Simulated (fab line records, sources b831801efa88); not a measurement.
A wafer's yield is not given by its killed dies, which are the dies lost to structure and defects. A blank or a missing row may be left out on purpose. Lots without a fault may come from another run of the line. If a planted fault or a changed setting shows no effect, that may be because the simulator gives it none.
Comparing a struck lot with a sound one    flow gf180mcu    18 out of 602 route steps
Sound: these wafers, L860.1, L860.4, L860.5. Wafers L867.2, L867.4, L867.5 were the ones struck. The cause is named last.
For every step that has rows: the tool of each side, followed by ch and its chambers, followed by its first start. Under that, the readings that differ: sound wafers    struck wafers    difference of the means    sigmas: that difference in standard deviations of wafers without a fault.
alike: a reading whose means differ by less than 2 such deviations, as well as words and numbers matching on both sides. not compared: withheld readings; readings where some wafer has no value; bounds like >300 that might hide an equal value; numbers whose values overlap and for which the record gives no deviation.
The two part at a step that has a row with sigmas, a row that says differs or no value, or rows on one side only. Numbers that have no deviation but don't overlap get no sigmas and don't part them. A reading missing from all wafers of one side parts the sides only when that side holds two or more wafers.

GF_STI_BOW_MEAS_00:
  sound on filmMetro-02, day 1 20:00; struck on filmMetro-03, day 3 07:01
  alike: INCOMING_BOW
then, 1 step without rows for these wafers: GF_STI_OXIDATION_01 (stabilise 600 s, purge 300 s, target thk 10 nm).
GF_STI_THK_MEAS_02:
  sound on filmMetro-02, day 1 21:31; struck on filmMetro-03, day 3 09:22
  alike: STI_OXIDATION_THK
then, 1 step without rows for these wafers: GF_STI_CVD_03 (deposits Si3N4 from DCS/NH3, target thk 207.16 nm, time 3551 s).
GF_STI_THK_MEAS_04:
  sound on filmMetro-03, day 2 00:34; struck on filmMetro-03, day 3 11:25
  alike: STI_CVD_03_THK
then, 2 steps without rows for these wafers: GF_STI_DEHYDRATE_05 (time 60 s); GF_STI_HMDS_06 (prime time 60 s).
GF_STI_COAT_07: resist thk 700 nm.
  sound on lithoTrack-03 ch 0, day 2 06:34; struck on lithoTrack-02 ch 0, day 3 17:45
reading                              sound            struck             difference  sigmas
model.KrF_of_STI_COAT_07.thkNm (nm)  700.4 700.2 700  731.1 734.6 733.1  +32.7       
then, 4 steps without rows for these wafers: GF_STI_SOFTBAKE_08 (time 60 s); GF_STI_EXPOSE_09 (exposes mask COMP, target cd 220 nm); GF_STI_PEB_10 (peb time 90 s); GF_STI_DEVELOP_11 (develop time 60 s).
GF_STI_CD_MEAS_12 targets a cd of 220 nm.
  sound on cdSem-02, day 2 13:05; struck on cdSem-01, day 4 00:23
  alike: cdNm
GF_STI_ETCH_13: etches the open film in CHF3/O2, stops on Si, target depth 282.31 nm, time 112.9 s.
  sound on rieDiel-02 ch 1,2,3, day 2 13:12; struck on rieDiel-03 ch 0,2, day 4 00:29
  alike: drypumpMotorCurrentA, oesProductAu, throttleValvePct
  not compared: rfHoursCounterH
GF_STI_ETCH_14: etches Si in HBr/Cl2/O2, target depth 360 nm, time 102.9 s.
  sound on rieSi-01 ch 0,1,2, day 2 13:17; struck on rieSi-01 ch 1,2,3, day 4 00:34
reading                              sound              struck             difference  sigmas
model.KrF_of_STI_COAT_07.thkNm (nm)  321.1 314.9 324.6  350.2 354.2 348.6  +30.8       
  alike: drypumpMotorCurrentA, oesProductAu, throttleValvePct
  not compared: rfHoursCounterH
GF_STI_STRIP_15: strips in O2/N2.
  sound on plasmaAsher-02 ch 0, day 2 13:21; struck on plasmaAsher-02 ch 0,1, day 4 00:38
reading                   sound              struck             difference  sigmas
oesProductAu (a.u.)       0.382 0.381 0.384  0.400 0.402 0.393  +0.016      +3
stripTimeToEndpointS (s)  3.75 3.68 3.77     4.05 4.09 4.03     +0.32       +7
  alike: drypumpMotorCurrentA, heaterPowerW, n2FlowSccm, platenTempC
  not compared: rfHoursCounterH
then, 1 step without rows for these wafers: GF_STI_CLEAN_16 (cleans in dHF, time 25 s).
-- the record jumps here: 28 days lie between the struck wafers' starts before and after (it left off in module STI and takes up again in module PASSIVATION, whose first step shown is number 602 of the route) --
GF_PASSIVATION_PROBE_99:
  only the struck wafers here have rows in the record (prober-02, day 31 22:28); the sound ones have none

WHERE THEY PART
First at GF_STI_STRIP_15; last, within this record, at GF_PASSIVATION_PROBE_99.

WHY: whatever the simulator had introduced
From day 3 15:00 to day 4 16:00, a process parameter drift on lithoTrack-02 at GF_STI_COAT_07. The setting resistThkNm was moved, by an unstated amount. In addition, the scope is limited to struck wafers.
